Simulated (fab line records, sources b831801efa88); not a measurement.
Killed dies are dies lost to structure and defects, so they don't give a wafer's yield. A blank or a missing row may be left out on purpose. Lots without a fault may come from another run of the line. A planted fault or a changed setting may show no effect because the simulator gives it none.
Which tool did it? | flow gf180mcu | 6 lots, 18 wafers sampled, at 1 step of a route of 602

WHAT THE GAUGES READ, wafer by wafer
GF_MVSD_OVL_MEAS_07.
lot  | measured    | on         | MVSD_OVL (nm)
L933 | day 4 17:05 | overlay-01 | 0.6 1.9 1.3
L935 | day 5 03:02 | overlay-02 | -1.6 -1.4 -2.6
L937 | day 5 15:59 | overlay-01 | -1.6 -1.0 -1.7
L939 | day 6 03:08 | overlay-01 | 1.4 1.9 1.1
L949 | day 8 14:53 | overlay-01 | 1.3 2.6 1.7
L954 | day 9 15:53 | overlay-01 | 0.4 -0.4 -0.8

WHICH TOOL RAN EACH LOT (tool, then ch and the chambers of the sampled wafers, then the start)
The record holds no process step before these readings.

THE ANSWER, worked out from the rows above alone
Rule: what is usual is taken from the lots themselves. Put in order of their means at a reading, lots are off if they are a third of the lots or fewer, leave a main group of 4 or more, and stand apart from it by a gap of 3 or more times the standard deviation of the main group's means; of several such gaps the widest counts. A main group whose means are all the same, to the digits that the tables above print for the reading, isn't used. A lot without any number at a reading at which 4 lots or more have one is off too. The other lots that the step has rows for count as sound.
No lot is off at any reading shown: from this, nothing can be told.

WHAT THE SIMULATOR HAD PUT IN
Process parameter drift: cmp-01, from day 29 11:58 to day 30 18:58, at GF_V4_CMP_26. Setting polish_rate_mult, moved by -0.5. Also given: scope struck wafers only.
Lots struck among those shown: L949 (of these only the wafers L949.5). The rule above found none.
